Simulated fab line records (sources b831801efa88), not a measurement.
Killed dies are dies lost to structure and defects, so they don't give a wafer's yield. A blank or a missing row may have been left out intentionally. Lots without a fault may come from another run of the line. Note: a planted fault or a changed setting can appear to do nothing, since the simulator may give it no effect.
fab line records + flow sky130
record
- lots=13
- wafers=39
- last-day=48
route steps=708 shown FIELD_ISO@26 NWELL@34 DNWELL@42 PAD_OPEN@708
lots that met no fault: taken from a fault-free run of the same line
start-h: hours from the record's first day to the start of the lot's first wafer shown + wait-h: hours from the lot's prior step to this one + " unchanged from the row above + L1.1+2: a row that stands for several wafers + - no value, or no start was given + * or withheld: withheld + < > ~ a bound
route shown NAME@n: NAME is a module with steps in the file, n the number in the route of the first one + usual: mean and standard deviation over wafers with no fault + same: alike in all rows + chamber/n: place in a boat + sites: the reading at each site + _std_site: how widely they spread, as a standard deviation + _edge_site: outer sites' mean less inner sites' + radius-mm: for every site, how far away it sits from the centre of the wafer + mask NAME#n: copy n + behind: the last tool/chamber to shape the wafer + hold: reason for holding the lot/hours on hold/outcome of the hold + device: the transistor (n, p or np) that didn't switch + end of line: tests run on the same wafers once the route is complete + where a step has no rows: the recipe by itself + killed: at the first sort, the dies lost to defects and structure; wafer yield is something else + map: a wafer's dies, x killed, . not, _ none there
set.NAME: the run value of the setting; set.NAME@STEP: its run value at that earlier step + model.NAME: the simulator's own value behind a step, which no gauge read
one table for each step of the route and one row for each wafer, over a sample of lots
services: the hour from which a tool's chamber was out of use, counted from the record's first day as start-h (under 0 if before that day), plus the number of hours and why
## steps
# step SKY_FIELD_ISO_THK_MEAS_25
# recipe
- reads=SiO2_of_FIELD_ISO_CVD_24
# usual
- FIELD_ISO_CVD_24_THK=595/7.6
| lot.wafer | tool          | chamber | start-h | wait-h | FIELD_ISO_CVD_24_THK[nm] |
|-----------|---------------|---------|---------|--------|--------------------------|
| L125.4    | film-metro-03 | -       | 33.57   | 0.0    | 594                      |
| L125.5    | "             | -       | "       | "      | 606                      |
| L125.6    | "             | -       | "       | "      | 586                      |
| L126.1    | film-metro-01 | -       | 40.19   | 0.0    | 592                      |
| L126.2    | "             | -       | "       | "      | 603                      |
| L126.6    | "             | -       | "       | "      | 596                      |
| L127.1    | film-metro-01 | -       | 51.31   | 0.0    | 591                      |
| L127.4    | "             | -       | "       | "      | 589                      |
| L127.6    | "             | -       | "       | "      | 582                      |
| L129.2    | film-metro-03 | -       | 51.39   | 0.0    | 593                      |
| L129.5    | "             | -       | "       | "      | 591                      |
| L129.6    | "             | -       | "       | "      | 594                      |
| L130.2    | film-metro-03 | -       | 62.43   | 0.0    | 585                      |
| L130.4    | "             | -       | "       | "      | 586                      |
| L130.6    | "             | -       | "       | "      | 580                      |
| L132.3    | film-metro-03 | -       | 75.16   | 0.1    | 577                      |
| L132.5    | "             | -       | "       | "      | 602                      |
| L132.6    | "             | -       | "       | "      | 581                      |
| L131.2    | film-metro-02 | -       | 75.22   | 0.0    | 583                      |
| L131.4    | "             | -       | "       | "      | 586                      |
| L131.5    | "             | -       | "       | "      | 576                      |
| L133.1    | film-metro-02 | -       | 79.12   | 0.0    | 606                      |
| L133.5    | "             | -       | "       | "      | 595                      |
| L133.6    | "             | -       | "       | "      | 606                      |
| L134.2    | film-metro-02 | -       | 79.20   | 0.0    | 610                      |
| L134.3    | "             | -       | "       | "      | 597                      |
| L134.4    | "             | -       | "       | "      | 592                      |
| L135.2    | film-metro-03 | -       | 88.95   | 0.0    | 597                      |
| L135.3    | "             | -       | "       | "      | 593                      |
| L135.5    | "             | -       | "       | "      | 601                      |
| L136.2    | film-metro-02 | -       | 97.40   | 0.0    | 589                      |
| L136.3    | "             | -       | "       | "      | 589                      |
| L136.4    | "             | -       | "       | "      | 611                      |
| L137.2    | film-metro-03 | -       | 97.40   | 0.0    | 605                      |
| L137.4    | "             | -       | "       | "      | 599                      |
| L137.5    | "             | -       | "       | "      | 604                      |
| L138.1    | film-metro-02 | -       | 102.24  | 0.0    | 601                      |
| L138.4    | "             | -       | "       | "      | 597                      |
| L138.6    | "             | -       | "       | "      | 600                      |
# step SKY_NWELL_THK_MEAS_02
# recipe
- reads=SiO2_of_NWELL_OXIDATION_01
# usual
- NWELL_OXIDATION_THK=10.18/0.2
| lot.wafer | tool          | chamber | start-h | wait-h | NWELL_OXIDATION_THK[nm] |
|-----------|---------------|---------|---------|--------|-------------------------|
| L125.4    | film-metro-01 | -       | 45.61   | 0.0    | 9.95                    |
| L125.5    | "             | -       | "       | "      | 9.89                    |
| L125.6    | "             | -       | "       | "      | 9.88                    |
| L126.1    | film-metro-02 | -       | 58.21   | 0.0    | 10.14                   |
| L126.2    | "             | -       | "       | "      | 10.02                   |
| L126.6    | "             | -       | "       | "      | 9.98                    |
| L127.1    | film-metro-01 | -       | 66.45   | 0.0    | 10.08                   |
| L127.4    | "             | -       | "       | "      | 10.16                   |
| L127.6    | "             | -       | "       | "      | 9.98                    |
| L129.2    | film-metro-04 | -       | 66.46   | 0.0    | 10.24                   |
| L129.5    | "             | -       | "       | "      | 10.27                   |
| L129.6    | "             | -       | "       | "      | 10.17                   |
| L130.2    | film-metro-04 | -       | 77.82   | 0.0    | 10.43                   |
| L130.4    | "             | -       | "       | "      | 10.54                   |
| L130.6    | "             | -       | "       | "      | 10.45                   |
| L133.1    | film-metro-04 | -       | 90.21   | 0.0    | 10.24                   |
| L133.5    | "             | -       | "       | "      | 10.11                   |
| L133.6    | "             | -       | "       | "      | 10.11                   |
| L131.2    | film-metro-02 | -       | 90.22   | 0.0    | 10.57                   |
| L131.4    | "             | -       | "       | "      | 10.37                   |
| L131.5    | "             | -       | "       | "      | 10.53                   |
| L132.3    | film-metro-01 | -       | 90.23   | 0.0    | 10.38                   |
| L132.5    | "             | -       | "       | "      | 10.44                   |
| L132.6    | "             | -       | "       | "      | 10.46                   |
| L134.2    | film-metro-01 | -       | 90.28   | 0.1    | 10.25                   |
| L134.3    | "             | -       | "       | "      | 10.28                   |
| L134.4    | "             | -       | "       | "      | 10.33                   |
| L135.2    | film-metro-04 | -       | 99.44   | 0.0    | 10.02                   |
| L135.3    | "             | -       | "       | "      | 9.85                    |
| L135.5    | "             | -       | "       | "      | 10.09                   |
| L136.2    | film-metro-04 | -       | 105.20  | 0.0    | 10.24                   |
| L136.3    | "             | -       | "       | "      | 10.53                   |
| L136.4    | "             | -       | "       | "      | 10.31                   |
| L137.2    | film-metro-02 | -       | 105.20  | 0.0    | 10.28                   |
| L137.4    | "             | -       | "       | "      | 10.29                   |
| L137.5    | "             | -       | "       | "      | 10.37                   |
| L138.1    | film-metro-02 | -       | 106.59  | 0.0    | 10.05                   |
| L138.4    | "             | -       | "       | "      | 10.05                   |
| L138.6    | "             | -       | "       | "      | 9.97                    |
# step SKY_DNWELL_IMPLANT_07
# recipe
- species=P
- energy-kev=withheld
- dose-cm2=withheld
- tilt-deg=withheld
# usual
- implant-ion-amu=*
| lot.wafer | tool         | chamber | start-h | wait-h | implant-ion-amu |
|-----------|--------------|---------|---------|--------|-----------------|
| L125.4    | implanter-01 | 0       | 60.38   | -      | *               |
| L125.5    | "            | 0       | "       | "      | *               |
| L125.6    | "            | 0       | "       | "      | *               |
| L126.1    | implanter-04 | 0       | 72.93   | -      | *               |
| L126.2    | "            | 0       | "       | "      | *               |
| L126.6    | "            | 0       | "       | "      | *               |
| L127.1    | implanter-01 | 0       | 82.06   | -      | *               |
| L127.4    | "            | 0       | "       | "      | *               |
| L127.6    | "            | 0       | "       | "      | *               |
| L129.2    | implanter-03 | 0       | 82.35   | -      | *               |
| L129.5    | "            | 0       | "       | "      | *               |
| L129.6    | "            | 0       | "       | "      | *               |
| L130.2    | implanter-03 | 0       | 92.96   | -      | *               |
| L130.4    | "            | 0       | "       | "      | *               |
| L130.6    | "            | 0       | "       | "      | *               |
| L131.2    | implanter-01 | 0       | 106.18  | -      | *               |
| L131.4    | "            | 0       | "       | "      | *               |
| L131.5    | "            | 0       | "       | "      | *               |
| L133.1    | implanter-04 | 0       | 106.51  | -      | *               |
| L133.5    | "            | 0       | "       | "      | *               |
| L133.6    | "            | 0       | "       | "      | *               |
| L132.3    | implanter-03 | 0       | 106.91  | -      | *               |
| L132.5    | "            | 0       | "       | "      | *               |
| L132.6    | "            | 0       | "       | "      | *               |
| L134.2    | implanter-01 | 0       | 106.96  | -      | *               |
| L134.3    | "            | 0       | "       | "      | *               |
| L134.4    | "            | 0       | "       | "      | *               |
| L135.2    | implanter-01 | 0       | 116.28  | -      | *               |
| L135.3    | "            | 0       | "       | "      | *               |
| L135.5    | "            | 0       | "       | "      | *               |
| L137.2    | implanter-03 | 0       | 122.96  | -      | *               |
| L137.4    | "            | 0       | "       | "      | *               |
| L137.5    | "            | 0       | "       | "      | *               |
| L136.2    | implanter-01 | 0       | 123.31  | -      | *               |
| L136.3    | "            | 0       | "       | "      | *               |
| L136.4    | "            | 0       | "       | "      | *               |
| L138.1    | implanter-03 | 0       | 125.28  | -      | *               |
| L138.4    | "            | 0       | "       | "      | *               |
| L138.6    | "            | 0       | "       | "      | *               |
# step SKY_DNWELL_TW_MEAS_09
# usual
- DNWELL_TW=1120/6.7
| lot.wafer | tool          | chamber | start-h | wait-h | DNWELL_TW |
|-----------|---------------|---------|---------|--------|-----------|
| L125.4    | film-metro-01 | -       | 60.59   | 0.1    | 1107      |
| L125.5    | "             | -       | "       | "      | 1103      |
| L125.6    | "             | -       | "       | "      | 1102      |
| L126.1    | film-metro-04 | -       | 73.18   | 0.1    | 1121      |
| L126.2    | "             | -       | "       | "      | 1119      |
| L126.6    | "             | -       | "       | "      | 1117      |
| L127.1    | film-metro-01 | -       | 82.31   | 0.1    | 1126      |
| L127.4    | "             | -       | "       | "      | 1121      |
| L127.6    | "             | -       | "       | "      | 1120      |
| L129.2    | film-metro-04 | -       | 82.59   | 0.1    | 1115      |
| L129.5    | "             | -       | "       | "      | 1123      |
| L129.6    | "             | -       | "       | "      | 1120      |
| L130.2    | film-metro-04 | -       | 93.19   | 0.1    | 1121      |
| L130.4    | "             | -       | "       | "      | 1117      |
| L130.6    | "             | -       | "       | "      | 1120      |
| L131.2    | film-metro-01 | -       | 106.42  | 0.1    | 1115      |
| L131.4    | "             | -       | "       | "      | 1118      |
| L131.5    | "             | -       | "       | "      | 1116      |
| L133.1    | film-metro-04 | -       | 106.76  | 0.1    | 1106      |
| L133.5    | "             | -       | "       | "      | 1112      |
| L133.6    | "             | -       | "       | "      | 1116      |
| L132.3    | film-metro-02 | -       | 107.13  | 0.1    | 1130      |
| L132.5    | "             | -       | "       | "      | 1136      |
| L132.6    | "             | -       | "       | "      | 1132      |
| L134.2    | film-metro-01 | -       | 107.19  | 0.1    | 1109      |
| L134.3    | "             | -       | "       | "      | 1121      |
| L134.4    | "             | -       | "       | "      | 1114      |
| L135.2    | film-metro-04 | -       | 116.52  | 0.1    | 2014      |
| L135.3    | "             | -       | "       | "      | 2028      |
| L135.5    | "             | -       | "       | "      | 2021      |
| L137.2    | film-metro-02 | -       | 123.19  | 0.1    | 2050      |
| L137.4    | "             | -       | "       | "      | 2043      |
| L137.5    | "             | -       | "       | "      | 2050      |
| L136.2    | film-metro-04 | -       | 123.54  | 0.1    | 2029      |
| L136.3    | "             | -       | "       | "      | 2028      |
| L136.4    | "             | -       | "       | "      | 2027      |
| L138.1    | film-metro-04 | -       | 125.53  | 0.1    | 2015      |
| L138.4    | "             | -       | "       | "      | 2024      |
| L138.6    | "             | -       | "       | "      | 2023      |
# step SKY_NWELL_RTA_28
# recipe
- temp-c=1050
- time-s=30
- idle-temp-c=650
- ramp-up-c-per-s=150
- ramp-down-c-per-s=90
- ambient=N2
# usual
- lamp-power-pct=25.30/0.055
- wafer_temp_C_max=1054.8/0.92
# same
- time-s=30
| lot.wafer | tool          | chamber | start-h | wait-h | lamp-power-pct | wafer_temp_C_max |
|-----------|---------------|---------|---------|--------|----------------|------------------|
| L125.4    | rtp-anneal-02 | 0       | 109.18  | 0.1    | 25.41          | 1054.1           |
| L125.5    | "             | 0       | "       | "      | 25.21          | 1054.5           |
| L125.6    | "             | 0       | "       | "      | 25.24          | 1055.1           |
| L126.1    | rtp-anneal-02 | 0       | 124.03  | 0.0    | 25.28          | 1055.7           |
| L126.2    | "             | 0       | "       | "      | 25.40          | 1054.3           |
| L126.6    | "             | 0       | "       | "      | 25.36          | 1053.5           |
| L127.1    | rtp-anneal-01 | 0       | 133.95  | 0.0    | 25.38          | 1054.5           |
| L127.4    | "             | 0       | "       | "      | 25.20          | 1055.5           |
| L127.6    | "             | 0       | "       | "      | 25.32          | 1053.6           |
| L129.2    | rtp-anneal-02 | 0       | 134.85  | 0.0    | 25.30          | 1054.8           |
| L129.5    | "             | 0       | "       | "      | 25.33          | 1053.9           |
| L129.6    | "             | 0       | "       | "      | 25.35          | 1054.8           |
| L130.2    | rtp-anneal-01 | 0       | 148.35  | 0.0    | 25.32          | 1054.5           |
| L130.4    | "             | 0       | "       | "      | 25.31          | 1054.2           |
| L130.6    | "             | 0       | "       | "      | 25.34          | 1053.5           |
| L131.2    | rtp-anneal-01 | 0       | 162.58  | 0.0    | 25.24          | 1053.9           |
| L131.4    | "             | 0       | "       | "      | 25.13          | 1053.2           |
| L131.5    | "             | 0       | "       | "      | 25.28          | 1055.4           |
| L133.1    | rtp-anneal-02 | 0       | 163.55  | 0.0    | 25.39          | 1056.0           |
| L133.5    | "             | 0       | "       | "      | 25.34          | 1055.7           |
| L133.6    | "             | 0       | "       | "      | 25.23          | 1055.2           |
| L132.3    | rtp-anneal-01 | 0       | 163.99  | 0.0    | 25.27          | 1054.1           |
| L132.5    | "             | 0       | "       | "      | 25.32          | 1053.9           |
| L132.6    | "             | 0       | "       | "      | 25.24          | 1054.3           |
| L134.2    | rtp-anneal-02 | 0       | 165.72  | 0.0    | 25.32          | 1054.6           |
| L134.3    | "             | 0       | "       | "      | 25.35          | 1054.3           |
| L134.4    | "             | 0       | "       | "      | 25.27          | 1055.1           |
| L135.2    | rtp-anneal-01 | 0       | 174.70  | 0.0    | 25.29          | 1054.5           |
| L135.3    | "             | 0       | "       | "      | 25.26          | 1054.5           |
| L135.5    | "             | 0       | "       | "      | 25.34          | 1054.7           |
| L137.2    | rtp-anneal-02 | 0       | 181.08  | 0.0    | 25.27          | 1053.6           |
| L137.4    | "             | 0       | "       | "      | 25.20          | 1054.9           |
| L137.5    | "             | 0       | "       | "      | 25.26          | 1056.1           |
| L136.2    | rtp-anneal-01 | 0       | 182.02  | 0.0    | 25.18          | 1054.0           |
| L136.3    | "             | 0       | "       | "      | 25.30          | 1055.2           |
| L136.4    | "             | 0       | "       | "      | 25.35          | 1054.6           |
| L138.1    | rtp-anneal-02 | 0       | 183.93  | 0.0    | 25.42          | 1054.3           |
| L138.4    | "             | 0       | "       | "      | 25.31          | 1053.7           |
| L138.6    | "             | 0       | "       | "      | 25.26          | 1053.8           |
# step SKY_PAD_OPEN_PROBE_99
# usual
- killed_at_M0_to_M3=44/6.8
- killed_at_M4_up=3.1/1.8
- killed-at-contacts=25/5.2
- killed-at-front-end=15/4.1
- killed-at-other=0.3/0.62
- killed-dies=88/9.4
- killed-open=48/7.1
- killed-short=40/6.1
# same
- gross-dies=492
- killed-at-back-side=0
| lot.wafer | tool      | chamber | start-h | wait-h | killed_at_M0_to_M3 | killed_at_M4_up | killed-at-contacts | killed-at-front-end | killed-at-other | killed-dies | killed-open | killed-short |
|-----------|-----------|---------|---------|--------|--------------------|-----------------|--------------------|---------------------|-----------------|-------------|-------------|--------------|
| L129.2    | prober-02 | -       | 1106.23 | 0.1    | 46                 | 3               | 22                 | 9                   | 1               | 81          | 41          | 40           |
| L129.5    | prober-02 | -       | 1106.38 | 0.2    | 39                 | 4               | 26                 | 9                   | 0               | 78          | 36          | 42           |
| L129.6    | prober-02 | -       | 1106.43 | 0.2    | 34                 | 8               | 18                 | 12                  | 0               | 72          | 36          | 36           |
| L137.2    | prober-01 | -       | 1151.68 | 0.1    | 40                 | 2               | 23                 | 17                  | 0               | 82          | 41          | 41           |
| L137.4    | prober-01 | -       | 1151.78 | 0.2    | 46                 | 0               | 36                 | 13                  | 1               | 96          | 52          | 44           |
| L137.5    | prober-01 | -       | 1151.83 | 0.2    | 37                 | 4               | 32                 | 14                  | 1               | 88          | 49          | 39           |
# killed by level:class
L129.2 VIA1:geometric-particle:open=10 VIA3:geometric-particle:open=8 CONTACT:geometric-particle:open=7 METAL1:geometric-particle:short=7 METAL2:geometric-particle:short=7 LI_CONTACT:geometric-particle:open=5 POLY_GATE:geometric-particle:open=4 LOCAL_INTERCONNECT:geometric-particle:short=4
L129.5 VIA1:geometric-particle:open=11 LI_CONTACT:geometric-particle:open=9 METAL2:geometric-particle:short=9 VIA2:geometric-particle:open=6 LOCAL_INTERCONNECT:geometric-particle:short=6 CONTACT:geometric-particle:short=6 CONTACT:geometric-particle:open=3 METAL1:geometric-particle:short=3
L129.6 VIA1:geometric-particle:open=9 METAL4:geometric-particle:short=7 CONTACT:geometric-particle:open=6 VIA2:geometric-particle:open=6 LI_CONTACT:geometric-particle:open=5 VIA1:geometric-particle:short=5 FIELD_ISO:geometric-particle:short=4 LI_CONTACT:geometric-particle:short=4
L137.2 CONTACT:geometric-particle:open=12 METAL2:geometric-particle:short=9 LI_CONTACT:geometric-particle:open=7 METAL1:geometric-particle:short=7 VIA3:geometric-particle:short=6 FIELD_ISO:geometric-particle:short=5 POLY_GATE:geometric-particle:open=5 VIA1:geometric-particle:short=5
L137.4 CONTACT:geometric-particle:open=18 VIA1:geometric-particle:short=10 LI_CONTACT:geometric-particle:open=6 CONTACT:geometric-particle:short=6 VIA1:geometric-particle:open=6 METAL1:geometric-particle:short=6 VIA2:geometric-particle:open=6 LOCAL_INTERCONNECT:geometric-particle:short=5
L137.5 CONTACT:geometric-particle:open=10 VIA1:geometric-particle:open=8 CONTACT:geometric-particle:short=7 LI_CONTACT:geometric-particle:open=6 LOCAL_INTERCONNECT:geometric-particle:short=6 METAL1:geometric-particle:short=6 VIA3:geometric-particle:open=6 POLY_GATE:geometric-particle:open=4
## services
| tool         | chamber | start-h | hours | kind   |
|--------------|---------|---------|-------|--------|
| implanter-04 | -       | 89.64   | 1.8   | repair |
| implanter-04 | -       | 116.39  | 30.5  | pm     |
| implanter-01 | -       | 145.80  | 22.8  | repair |
| implanter-04 | -       | 150.60  | 4.2   | repair |
| implanter-04 | -       | 175.38  | 2.6   | repair |
| implanter-01 | -       | 175.81  | 1.8   | pm     |
## key
first-sign
- step=SKY_DNWELL_IMPLANT_07
- reading=implant-ion-amu
- direction=up
- sigmas=99+
- usual=*
- struck=*
effect
- step=SKY_DNWELL_TW_MEAS_09
- reading=DNWELL_TW
- direction=up
- sigmas=99+
- usual=1120
- struck=2029
met-at SKY_DNWELL_IMPLANT_07
struck-lots L135,L136,L137,L138
tester-left-out L135,L136,L137,L138
not-acting-at SKY_FIELD_ISO_THK_MEAS_25,SKY_NWELL_THK_MEAS_02,SKY_NWELL_RTA_28
onset-between 106.96 116.28
fault
- kind=wrong-recipe-download
- tool=implanter-01,implanter-03,implanter-04
- chamber=-
- onset-h=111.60
- steps=SKY_DNWELL_IMPLANT_07
- wrong-recipe.not-listed=1
# tester-left-out: of these lots the tester's yield and bins aren't shown, on N5 and GAA mostly nor the transistor test; their killed dies are dies lost to structure and defects alone, not to doping, threshold or leakage, so they don't give the yield
